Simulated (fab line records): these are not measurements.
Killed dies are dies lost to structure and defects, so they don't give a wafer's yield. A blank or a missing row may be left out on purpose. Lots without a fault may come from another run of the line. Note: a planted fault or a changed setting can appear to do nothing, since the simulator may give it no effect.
fab line records	flow sky130
record lots=5	wafers=15	last-day=50
route steps=708 shown DNWELL@37 PWDE@45 NWELL@56 PAD_OPEN@708
lots that met no fault: taken from a fault-free run of the same line
start-h: the number of hours between the record's first day and the start of the first shown wafer of the lot	wait-h: hours from the lot's prior step to this one	" unchanged from the row above	L1.1+2: several wafers, shown together as one row	- no value present, or no start provided	* or withheld: withheld	< > ~ a bound
route shown NAME@n: a module of which the file shows steps, and the number in the route of the first	usual: average and standard deviation across the fault-free wafers	same: alike in all rows	chamber/n: place in a boat	sites: each site's reading	_std_site: the standard deviation of these	_edge_site: inner sites' mean taken away from outer sites' mean	radius-mm: for every site, how far away it sits from the centre of the wafer	mask NAME#n: copy n	behind: the most recent tool/chamber to have shaped the wafer	hold: what put the lot on hold/how long, in hours/how the hold closed	device: the n, p or np transistor that did not switch	end of line: the same wafers' tests at the end of the route	step lacking rows: just its recipe	killed: the dies lost at the first sort to structure and to defects; this is not the yield of the wafer	map: a wafer's dies, marking killed ones x, the rest . and places with no die _
set.NAME: the setting as run; set.NAME@STEP: as run at that earlier step	model.NAME: the simulator's own value behind a step, which no gauge read
lots at some steps of the route; a table a step, a row a wafer
services: from which hour (start-h, from the record's first day; less than 0 if before it) a tool's chamber was out of use, for how many hours, and why
## steps
# step SKY_DNWELL_COAT_02
# recipe spin-rpm=2000	resist-thk-nm=3000
# step SKY_DNWELL_SOFTBAKE_03
# recipe temp-c=110	time-s=withheld
# step SKY_DNWELL_EXPOSE_04
# recipe mask-id=DNM	na=0.57	target-cd-nm=3000	dose-mj=222
# step SKY_DNWELL_PEB_05
# recipe temp-c=115	time-s=withheld
# step SKY_DNWELL_DEVELOP_06
# recipe wall-angle-deg=90	developer=TMAH	develop-time-s=60	dev-temp-c=23
# step SKY_DNWELL_IMPLANT_07
# recipe species=P	energy-kev=withheld	dose-cm2=withheld	tilt-deg=withheld
# step SKY_DNWELL_STRIP_08
# recipe chemistry=O2/N2	power-w=1400	pressure-mtorr=1500	platen-temp-c=withheld	o2-flow-sccm=3000	n2-flow-sccm=300	overash-fraction=0.5
# usual drypump-motor-current-A=5.6/0.54	oes-product-au=0.723/0.0047	strip-time-to-endpoint-s=36.94/0.081
lot.wafer	tool	chamber	start-h	wait-h	drypump-motor-current-A	oes-product-au	rf-hours-counter-h	strip-time-to-endpoint-s
L946.3	plasma-asher-01	1	53.38	0.1	5.5	0.716	-	36.91
L946.4	"	0	"	"	5.8	0.722	-	36.90
L946.6	"	0	"	"	5.8	0.726	-	36.99
L955.2	plasma-asher-03	1	100.99	0.1	5.0	0.716	38	37.01
L955.3	"	0	"	"	6.5	0.718	-	36.99
L955.4	"	1	"	"	5.0	0.726	-	36.95
L963.1	plasma-asher-01	1	157.31	0.1	5.5	0.723	4	36.90
L963.3	"	1	"	"	5.5	0.713	-	36.99
L963.6	"	1	"	"	5.5	0.722	-	36.87
L965.1	plasma-asher-04	1	158.25	0.1	5.7	0.734	51	36.84
L965.4	"	0	"	"	5.2	0.727	-	36.88
L965.6	"	1	"	"	5.8	0.725	-	36.81
L966.1	plasma-asher-03	1	162.66	0.1	5.0	0.720	44	37.04
L966.4	"	1	"	"	5.0	0.723	-	37.05
L966.6	"	0	"	"	6.5	0.716	-	37.04
# step SKY_DNWELL_TW_MEAS_09
# usual DNWELL_TW=1107/16
lot.wafer	tool	chamber	start-h	wait-h	DNWELL_TW
L946.3	film-metro-04	-	53.47	0.1	1085
L946.4	"	-	"	"	1087
L946.6	"	-	"	"	1083
L955.2	film-metro-04	-	101.10	0.1	1094
L955.3	"	-	"	"	1094
L955.4	"	-	"	"	1082
L963.1	film-metro-02	-	157.41	0.1	1117
L963.3	"	-	"	"	1116
L963.6	"	-	"	"	1113
L965.1	film-metro-03	-	158.35	0.1	1130
L965.4	"	-	"	"	1127
L965.6	"	-	"	"	1121
L966.1	film-metro-03	-	162.76	0.1	1124
L966.4	"	-	"	"	1126
L966.6	"	-	"	"	1126
# step SKY_PWDE_DEHYDRATE_00
# recipe temp-c=200	time-s=60
# step SKY_PWDE_HMDS_01
# recipe prime-time-s=60	prime-temp-c=120
# step SKY_PWDE_COAT_02
# recipe spin-rpm=2000	resist-thk-nm=3000
# step SKY_PWDE_SOFTBAKE_03
# recipe temp-c=110	time-s=withheld
# step SKY_PWDE_EXPOSE_04
# recipe mask-id=PWDEM	na=0.6	source-shape=conventional	sigma-outer=0.6	polarization=unpolarized	target-cd-nm=840	dose-mj=214
# same sigma-outer=0.6
lot.wafer	tool	chamber	start-h	wait-h	mask
L946.3+4+6	iline-stepper-01	0	62.21	-	PWDEM#0
L955.2+3+4	iline-stepper-02	0	109.28	-	DNM#0
L963.1+3+6	iline-stepper-02	0	166.96	-	PWDEM#0
L965.1+4+6	iline-stepper-01	0	168.44	-	PWDEM#0
L966.1+4+6	iline-stepper-02	0	173.52	-	PWDEM#0
# step SKY_PWDE_PEB_05
# recipe temp-c=115	time-s=withheld
# step SKY_PWDE_DEVELOP_06
# recipe wall-angle-deg=90	developer=TMAH	develop-time-s=60	dev-temp-c=23
# step SKY_PWDE_OVL_MEAS_07
# usual PWDE_OVL=-0.4/1.6
lot.wafer	tool	chamber	start-h	wait-h	PWDE_OVL[nm]
L946.3	overlay-01	-	69.65	-	0.9
L946.4	"	-	"	"	3.4
L946.6	"	-	"	"	2.6
L955.2	overlay-01	-	116.84	-	-
L955.3	"	-	"	"	-
L955.4	"	-	"	"	-
L963.1	overlay-02	-	177.15	-	0.0
L963.3	"	-	"	"	0.8
L963.6	"	-	"	"	-1.6
L965.1	overlay-02	-	178.85	-	-0.3
L965.4	"	-	"	"	-0.7
L965.6	"	-	"	"	-0.3
L966.1	overlay-02	-	183.09	-	-3.3
L966.4	"	-	"	"	-1.0
L966.6	"	-	"	"	-0.3
# step SKY_PWDE_IMPLANT_08
# recipe species=B	energy-kev=150	dose-cm2=3.6e+12	tilt-deg=withheld
# step SKY_PWDE_STRIP_09
# recipe chemistry=O2/N2	power-w=1400	pressure-mtorr=1500	platen-temp-c=withheld	o2-flow-sccm=3000	n2-flow-sccm=300	overash-fraction=0.5
# usual drypump-motor-current-A=5.7/0.47	oes-product-au=0.722/0.0046	strip-time-to-endpoint-s=36.92/0.098
lot.wafer	tool	chamber	start-h	wait-h	drypump-motor-current-A	oes-product-au	rf-hours-counter-h	strip-time-to-endpoint-s
L946.3	plasma-asher-02	0	69.86	0.1	5.7	0.727	-	37.16
L946.4	"	1	"	"	5.4	0.717	-	37.11
L946.6	"	0	"	"	5.7	0.727	-	37.14
L955.2	plasma-asher-03	0	117.02	0.1	6.5	0.719	40	36.94
L955.3	"	0	"	"	6.5	0.718	-	36.82
L955.4	"	1	"	"	5.0	0.733	-	36.99
L963.1	plasma-asher-03	1	177.33	0.1	5.0	0.716	45	36.99
L963.3	"	1	"	"	5.0	0.720	-	36.91
L963.6	"	0	"	"	6.5	0.723	-	36.95
L965.1	plasma-asher-02	0	179.03	0.1	5.7	0.715	36	36.87
L965.4	"	1	"	"	5.4	0.732	-	36.87
L965.6	"	0	"	"	5.7	0.728	-	36.88
L966.1	plasma-asher-03	0	183.27	0.1	6.5	0.719	46	36.79
L966.4	"	1	"	"	5.0	0.723	-	36.76
L966.6	"	0	"	"	6.5	0.721	-	36.76
# step SKY_PWDE_TW_MEAS_10
# usual PWDE_TW=372/4.7
lot.wafer	tool	chamber	start-h	wait-h	PWDE_TW
L946.3	film-metro-02	-	69.94	0.1	375
L946.4	"	-	"	"	374
L946.6	"	-	"	"	375
L955.2	film-metro-02	-	117.13	0.1	30
L955.3	"	-	"	"	30
L955.4	"	-	"	"	30
L963.1	film-metro-04	-	177.43	0.1	369
L963.3	"	-	"	"	367
L963.6	"	-	"	"	366
L965.1	film-metro-03	-	179.13	0.1	377
L965.4	"	-	"	"	378
L965.6	"	-	"	"	376
L966.1	film-metro-04	-	183.37	0.1	367
L966.4	"	-	"	"	367
L966.6	"	-	"	"	367
# step SKY_NWELL_DEHYDRATE_03
# recipe temp-c=200	time-s=60
# step SKY_PAD_OPEN_PROBE_99
# usual killed_at_M0_to_M3=44/6.9	killed_at_M4_up=3.3/1.8	killed-at-contacts=24/5	killed-at-front-end=16/4.6	killed-at-other=0.2/0.42	killed-dies=88/9.2	killed-on-rim=17/3.5	killed-open=48/7.3	killed-short=40/6.5
# same gross-dies=492	killed-at-back-side=0
lot.wafer	tool	chamber	start-h	wait-h	killed_at_M0_to_M3	killed_at_M4_up	killed-at-contacts	killed-at-front-end	killed-at-other	killed-dies	killed-on-rim	killed-open	killed-short
L946.3	prober-01	-	1072.43	0.2	69	6	28	11	0	114	16	67	47
L946.4	prober-01	-	1072.48	0.2	46	1	23	21	0	91	16	48	43
L946.6	prober-01	-	1072.58	0.2	49	5	22	17	0	93	14	54	39
L955.2	prober-02	-	1130.27	0.1	39	8	28	416	1	492	96	40	51
L955.3	prober-02	-	1130.32	0.2	39	6	20	427	0	492	96	49	44
L955.4	prober-02	-	1130.37	0.2	42	3	32	415	0	492	96	46	41
L965.1	prober-02	-	1187.48	0.1	31	2	19	11	0	63	11	35	28
L965.4	prober-02	-	1187.63	0.2	57	4	29	8	0	98	22	64	34
L965.6	prober-02	-	1187.73	0.2	46	4	28	7	0	85	19	42	43
# killed by level:class
L946.3 VIA1:geometric-particle:open=18 CONTACT:geometric-particle:open=14 METAL2:geometric-particle:short=10 VIA3:geometric-particle:open=10 VIA2:geometric-particle:open=9 VIA1:geometric-particle:short=7 LOCAL_INTERCONNECT:geometric-particle:short=5 POLY_GATE:geometric-particle:short=3
L946.4 CONTACT:geometric-particle:open=10 VIA1:geometric-particle:open=9 METAL2:geometric-particle:short=8 METAL3:geometric-particle:short=8 LI_CONTACT:geometric-particle:open=7 POLY_GATE:geometric-particle:short=6 METAL1:geometric-particle:short=6 VIA3:geometric-particle:open=5
L946.6 VIA1:geometric-particle:open=12 CONTACT:geometric-particle:open=11 VIA2:geometric-particle:open=9 METAL2:geometric-particle:short=6 VIA3:geometric-particle:open=6 FIELD_ISO:geometric-particle:open=5 CONTACT:geometric-particle:short=5 FIELD_ISO:geometric-particle:short=4
L955.2 PWDE:area-expose=398 LOCAL_INTERCONNECT:geometric-particle:short=8 CONTACT:geometric-particle:open=7 VIA2:geometric-particle:open=7 METAL1:geometric-particle:short=6 VIA1:geometric-particle:open=6 METAL2:geometric-particle:short=6 FIELD_ISO:geometric-particle:short=5
L955.3 PWDE:area-expose=396 VIA1:geometric-particle:open=11 FIELD_ISO:geometric-particle:short=10 CONTACT:geometric-particle:open=10 FIELD_ISO:geometric-particle:open=7 METAL2:geometric-particle:short=5 POLY_GATE:geometric-particle:short=5 METAL1:geometric-particle:short=5
L955.4 PWDE:area-expose=403 CONTACT:geometric-particle:open=13 VIA1:geometric-particle:open=12 VIA1:geometric-particle:short=7 CONTACT:geometric-particle:short=6 VIA2:geometric-particle:open=5 LOCAL_INTERCONNECT:geometric-particle:short=5 METAL2:geometric-particle:short=5
L965.1 VIA1:geometric-particle:open=9 VIA2:geometric-particle:open=9 LOCAL_INTERCONNECT:geometric-particle:short=5 LI_CONTACT:geometric-particle:open=4 METAL3:geometric-particle:short=4 FIELD_ISO:geometric-particle:open=3 LI_CONTACT:geometric-particle:short=3 CONTACT:geometric-particle:open=3
L965.4 VIA1:geometric-particle:open=16 LI_CONTACT:geometric-particle:open=12 CONTACT:geometric-particle:open=9 VIA2:geometric-particle:open=9 METAL1:geometric-particle:short=8 VIA3:geometric-particle:open=7 METAL4:geometric-particle:short=4 POLY_GATE:geometric-particle:open=3
L965.6 METAL1:geometric-particle:short=11 LI_CONTACT:geometric-particle:open=8 VIA1:geometric-particle:open=8 METAL2:geometric-particle:short=7 VIA2:geometric-particle:open=7 CONTACT:geometric-particle:short=6 CONTACT:geometric-particle:open=6 VIA3:geometric-particle:open=4
# map L955.2 (x killed, . not)
__________xxxxxxxxxx_________
________xxxxxxxxxxxxxx_______
______xxxxxxxxxxxxxxxxxx_____
_____xxxxxxxxxxxxxxxxxxxx____
____xxxxxxxxxxxxxxxxxxxxxx___
___xxxxxxxxxxxxxxxxxxxxxxxx__
__xxxxxxxxxxxxxxxxxxxxxxxxxx_
_xxxxxxxxxxxxxxxxxxxxxxxxxxxx
_xxxxxxxxxxxxxxxxxxxxxxxxxxxx
_xxxxxxxxxxxxxxxxxxxxxxxxxxxx
_xxxxxxxxxxxxxxxxxxxxxxxxxxxx
_xxxxxxxxxxxxxxxxxxxxxxxxxxxx
_xxxxxxxxxxxxxxxxxxxxxxxxxxxx
_xxxxxxxxxxxxxxxxxxxxxxxxxxxx
_xxxxxxxxxxxxxxxxxxxxxxxxxxxx
__xxxxxxxxxxxxxxxxxxxxxxxxxx_
___xxxxxxxxxxxxxxxxxxxxxxxx__
____xxxxxxxxxxxxxxxxxxxxxx___
_____xxxxxxxxxxxxxxxxxxxx____
______xxxxxxxxxxxxxxxxxx_____
________xxxxxxxxxxxxxx_______
__________xxxxxxxxxx_________
# map L963.6 (x killed, . not)
__________....x.xx.._________
________.xx..x..x..x.._______
______x....x...x........_____
_____....................____
____.............x.xx..x..___
___xx...x...x.x.x.x...xx..x__
__...xx....x.xx.xx.x...x..x._
_..x.x...............x.......
_xx.........x..xx.x.....x....
_.x........x.........x.....x.
_...................xxx...xx.
_.x.........x....xxx.....xx..
_.....x.x.x..x.x........x....
_x.............xxx...x.......
_....x..x..x..x.......xx..x..
__..............x.....x..x.._
___x..x.x..................__
____............x.x.......___
_____...x................____
______.................._____
________...x.....x...._______
__________...x.....x_________
## services
tool	chamber	start-h	hours	kind
iline-stepper-02	-	38.59	1.7	pm
iline-stepper-01	0	59.62	-	calibration
plasma-asher-03	-	80.19	0.3	repair
plasma-asher-01	-	108.75	9.0	pm
plasma-asher-01	0	108.75	9.0	vent-cycle
plasma-asher-01	1	108.75	9.0	vent-cycle
iline-stepper-02	-	116.97	11.8	repair
plasma-asher-01	0	117.75	-	clean
plasma-asher-01	1	117.75	-	clean
plasma-asher-02	-	120.56	6.3	repair
plasma-asher-03	-	126.28	1.9	repair
plasma-asher-01	-	135.47	1.9	repair
iline-stepper-01	-	141.27	1.7	pm
plasma-asher-03	-	141.47	4.1	repair
plasma-asher-04	-	179.45	3.2	repair
## key
first-sign step=SKY_PWDE_EXPOSE_04	reading=mask	direction=changed
effect step=SKY_PWDE_OVL_MEAS_07	reading=PWDE_OVL	direction=missing
effect step=SKY_PWDE_TW_MEAS_10	reading=PWDE_TW	direction=down	sigmas=73	usual=372	struck=30
effect step=SKY_PAD_OPEN_PROBE_99	reading=killed-at-front-end	direction=up	sigmas=88	usual=16	struck=419
more-kills-born-at SKY_PWDE_EXPOSE_04@iline-stepper-02=1197
met-at SKY_PWDE_EXPOSE_04
struck-wafers L955.2,L955.3,L955.4
tester-left-out L955
fault kind=wrong-mask	tool=any	chamber=-	onset-h=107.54	steps=SKY_PWDE_EXPOSE_04	aux-copy=DNM#0	scope=struck-lots-only
# tester-left-out: of these lots the tester's yield and bins aren't shown, on N5 and GAA mostly nor the transistor test; their killed dies are dies lost to structure and defects alone, not to doping, threshold or leakage, so they don't give the yield
